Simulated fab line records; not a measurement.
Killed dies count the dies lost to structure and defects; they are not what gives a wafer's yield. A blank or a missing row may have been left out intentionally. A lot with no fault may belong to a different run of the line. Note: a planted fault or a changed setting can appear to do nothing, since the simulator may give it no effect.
The tool behind it: which one? | flow sfqLine | 13 lots, 37 wafers sampled, at 3 steps of a route of 325

== WHAT THE GAUGES READ, wafer by wafer ==
Not one reading of a measure or inspect step in the record can be checked against a usual standard deviation.

== WHAT TOOL EACH LOT RAN ON (gives the tool, then ch and the chambers of the sampled wafers, and finally the start) ==
lot  | SFQ_TRILAYER_I4_CMP_CMP_100   | SFQ_TRILAYER_I4_METRO_MEASURE_101 | SFQ_TRILAYER_I4_VIA_ETCH_VIA_ETCH_106
L962 | cmp-01 ch 0,1,2, day 43 08:59 | filmMetro-02, day 43 11:06        | rieDiel-01 ch 2,3, day 43 14:37
L963 | cmp-02 ch 1,2, day 43 12:57   | filmMetro-03, day 43 16:04        | rieDiel-03 ch 0,1,2, day 43 19:43
L964 | cmp-02 ch 1,2, day 43 18:57   | filmMetro-03, day 43 22:28        | rieDiel-01 ch 0,1, day 50 07:17
L965 | cmp-02 ch 0,3, day 44 15:57   | filmMetro-01, day 44 19:16        | rieDiel-01 ch 0,1, day 51 05:08
L966 | cmp-01 ch 1,2,3, day 45 00:16 | filmMetro-01, day 45 02:23        | rieDiel-03 ch 1,2, day 51 09:56
L968 | cmp-02 ch 1,3, day 46 04:27   | filmMetro-02, day 46 07:16        | rieDiel-01 ch 0,2, day 52 03:56
L970 | cmp-02 ch 0,1,3, day 47 07:43 | filmMetro-01, day 47 10:50        | rieDiel-01 ch 0,2,3, day 52 19:32
L971 | cmp-01 ch 1,2,3, day 47 10:45 | filmMetro-03, day 47 13:52        | rieDiel-01 ch 0,2, day 53 00:20
L974 | cmp-02 ch 0,1,3, day 48 08:50 | filmMetro-03, day 48 11:27        | rieDiel-01 ch 1,2, day 54 00:27
L977 | cmp-02 ch 0, day 49 06:20     | filmMetro-03, day 49 08:27        | rieDiel-01 ch 3, day 55 01:25
L981 | cmp-01 ch 0,2,3, day 50 02:45 | filmMetro-02, day 50 05:04        | rieDiel-02 ch 1,2, day 55 21:56
L984 | cmp-01 ch 0,1,3, day 51 08:15 | filmMetro-03, day 51 10:52        | rieDiel-03 ch 0,3, day 57 11:16
L985 | cmp-02 ch 1,2,3, day 51 21:36 | filmMetro-01, day 52 00:43        | rieDiel-01 ch 0,1,2, day 58 02:52
- SFQ_TRILAYER_I4_CMP_CMP_100: polishes SiO2.
- SFQ_TRILAYER_I4_METRO_MEASURE_101
- SFQ_TRILAYER_I4_VIA_ETCH_VIA_ETCH_106: etches SiO2 in CHF3, stops on Nb, target depth 260 nm.

== AS READ BY THE TOOLS THEMSELVES (means over the sampled wafers that have a number; for cases with no such wafer, the mark the record gives instead) ==
SFQ_TRILAYER_I4_CMP_CMP_100. Usual: motorCurrentA 10.2 A, standard deviation 1.4; timeToEndpointS 213 s, standard deviation 6.7.
lot  | tool   | motorCurrentA (A) | timeToEndpointS (s) | flag
L962 | cmp-01 | 10.0              | 213                 | 
L963 | cmp-02 | 10.7              | 212                 | 
L964 | cmp-02 | 10.9              | 214                 | 
L965 | cmp-02 | 9.5               | 209                 | 
L966 | cmp-01 | 9.3               | 217                 | 
L968 | cmp-02 | 9.3               | 218                 | 
L970 | cmp-02 | 9.7               | 209                 | 
L971 | cmp-01 | 9.7               | 215                 | 
L974 | cmp-02 | 9.5               | 210                 | 
L977 | cmp-02 | 10.2              | 204                 | 
L981 | cmp-01 | 11.4              | 213                 | 
L984 | cmp-01 | 10.0              | 220                 | 
L985 | cmp-02 | 10.1              | 211                 | 

SFQ_TRILAYER_I4_METRO_MEASURE_101. Usual: thkNm 200.2 nm, standard deviation 1.1.
lot  | tool         | thkNm (nm) | flag
L962 | filmMetro-02 | 200.2      | 
L963 | filmMetro-03 | 200.2      | 
L964 | filmMetro-03 | 200.0      | 
L965 | filmMetro-01 | 199.2      | 
L966 | filmMetro-01 | 201.7      | 
L968 | filmMetro-02 | 199.5      | 
L970 | filmMetro-01 | 199.7      | 
L971 | filmMetro-03 | 200.6      | 
L974 | filmMetro-03 | 194.8      | OFF
L977 | filmMetro-03 | 200.2      | 
L981 | filmMetro-02 | 201.1      | 
L984 | filmMetro-03 | 201.0      | 
L985 | filmMetro-01 | 199.6      | 

SFQ_TRILAYER_I4_VIA_ETCH_VIA_ETCH_106. Usual: drypumpMotorCurrentA 5.6 A, standard deviation 0.52; oesProductAu 0.856 a.u., standard deviation 0.0049.
lot  | tool       | drypumpMotorCurrentA (A) | oesProductAu (a.u.) | flag
L962 | rieDiel-01 | 5.8                      | 0.853               | 
L963 | rieDiel-03 | 5.4                      | 0.854               | 
L964 | rieDiel-01 | 5.9                      | 0.857               | 
L965 | rieDiel-01 | 5.9                      | 0.852               | 
L966 | rieDiel-03 | 5.6                      | 0.860               | 
L968 | rieDiel-01 | 6.2                      | 0.854               | 
L970 | rieDiel-01 | 6.0                      | 0.857               | 
L971 | rieDiel-01 | 6.0                      | 0.851               | 
L974 | rieDiel-01 | 5.2                      | 0.842               | 
L977 | rieDiel-01 | 5.9                      | 0.859               | 
L981 | rieDiel-02 | 5.6                      | 0.855               | 
L984 | rieDiel-03 | 4.8                      | 0.857               | 
L985 | rieDiel-01 | 5.7                      | 0.851               | 

== THE ANSWER, worked out from the rows above alone ==
Rule: a lot is off if the mean of its wafers that have a number lies more than 3 standard deviations from the usual mean. Also off: a lot with no number at a reading for which 4 or more lots have one. All remaining lots with rows at the step are treated as sound. First the gauges in route order, then the tools' own readings, where a lot's mean is used as printed above. At the first step where some lot is off, the reading lying furthest off is the one used; lots without a number count as furthest.
Off: L974, at SFQ_TRILAYER_I4_METRO_MEASURE_101 (thkNm).
If a tool, at that step or one of the process steps before it, ran each lot that is off and ran no sound lot following the first of them, it fits. No candidate that was tried fits.

== WHAT THE SIMULATOR HAD INSERTED ==
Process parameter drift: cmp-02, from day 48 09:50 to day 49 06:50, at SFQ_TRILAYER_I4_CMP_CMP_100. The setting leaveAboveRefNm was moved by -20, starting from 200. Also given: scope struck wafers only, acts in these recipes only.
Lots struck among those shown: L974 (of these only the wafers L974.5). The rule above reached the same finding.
